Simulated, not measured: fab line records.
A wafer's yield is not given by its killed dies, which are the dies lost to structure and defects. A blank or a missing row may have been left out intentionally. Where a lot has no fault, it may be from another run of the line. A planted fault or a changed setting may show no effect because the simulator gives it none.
The tool behind it: which one?	flow sky130	18 wafers sampled from 6 lots at 1 step of a route of 708

== WHAT THE GAUGES SHOWED, per wafer ==
SKY_VIA1_BOW_MEAS_03.
lot	measured	on	VIA1_BOW (um)
L958	day 33 14:07	film_metro-04	78 64 76
L960	day 33 22:08	film_metro-02	95 81 85
L966	day 35 21:55	film_metro-04	80 73 87
L968	day 36 10:37	film_metro-01	69 71 72
L972	day 38 01:59	film_metro-01	66 82 82
L980	day 39 23:38	film_metro-01	75 76 80

== TOOL THAT RAN EACH LOT (tool first, then ch and the chambers of the sampled wafers, then the start) ==
Record: no process step prior to these readings.

== THE ANSWER, worked out from the rows above alone ==
Rule: the usual values come from the lots themselves. The widest of any qualifying gaps counts: lots, ordered by their means at a reading, are off when they make up no more than a third of the lots, leave a main group of 4 or more, and stand apart from it by 3 or more times the standard deviation of that group's means. Not used: any main group whose means are identical at the precision the tables above print for the reading. A lot without any number at a reading at which 4 lots or more have one is off too. The other lots that the step has rows for count as sound.
None of the lots is off at any reading shown; this tells nothing.

== WHAT THE SIMULATOR PUT IN ==
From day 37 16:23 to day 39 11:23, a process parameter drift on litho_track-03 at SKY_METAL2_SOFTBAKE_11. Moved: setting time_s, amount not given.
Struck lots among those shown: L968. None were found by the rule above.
